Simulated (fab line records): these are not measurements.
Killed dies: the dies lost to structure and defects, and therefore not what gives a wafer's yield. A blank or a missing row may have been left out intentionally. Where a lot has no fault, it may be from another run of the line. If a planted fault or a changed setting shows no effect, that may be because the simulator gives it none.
Chamber matching	flow gf180mcu	4 sister chambers for GF_V2_CMP_26 on cmp-01
The step polishes, stops on SiO2, t overpolish 15 s, target thk 0 nm. 8 wafers are shown with their chamber, then 12 later ones without.

## WAFERS PAIRED WITH THEIR CHAMBERS
wafer	chamber	motor-current-A (A)	edge-zone-pressure-frac
L083.5	2	10.9	0.997
L086.6	1	11.2	1.008
L087.1	1	11.1	1.004
L087.2	0	11.4	1.004
L087.3	3	13.0	1.000
L089.2	2	10.9	1.010
L089.4	0	11.3	1.003
L089.5	3	12.4	0.994

## WAFERS WHOSE CHAMBER IS MISSING
wafer	motor-current-A (A)	edge-zone-pressure-frac
L090.1	12.3	0.998
L090.3	12.1	0.996
L090.6	12.7	0.993
L092.1	11.4	1.004
L092.2	11.3	1.002
L092.4	12.6	1.006
L093.1	10.6	0.998
L093.2	12.2	1.002
L093.5	12.5	0.999
L097.2	10.7	1.004
L097.3	11.3	0.995
L097.6	12.6	0.996

## THE CHAMBER EACH PASSED THROUGH
wafer	from the rows above	in truth
L090.1	3	3
L090.3	can't be placed: 3 or 0 or 1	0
L090.6	3	3
L092.1	can't be placed: 0 or 1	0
L092.2	can't be placed: 0 or 1 or 2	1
L092.4	3	3
L093.1	can't be placed: 2 or 1 or 0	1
L093.2	can't be placed: 3 or 0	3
L093.5	3	3
L097.2	can't be placed: 2 or 1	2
L097.3	can't be placed: 0 or 1 or 2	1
L097.6	3	3
Correctly placed: 5 of 12. Cannot be placed on the basis of these rows: 7; the candidates contain the true chamber in 7. Wrongly placed: 0.
How it was worked out, from the rows above alone: a wafer's distance from a chamber is the root of the sum, over the readings, of the square of ((its reading less the chamber's mean) divided by the reading's scatter). If the next closest chamber is less than 2 further off than the closest, the wafer can't be placed; otherwise it belongs to the closest. Each chamber's mean is taken over the wafers shown for it. How the scatter is found: for the shown wafers, subtract from each reading the mean of its chamber, square and add these, divide the total by (wafers less chambers), then take the root.
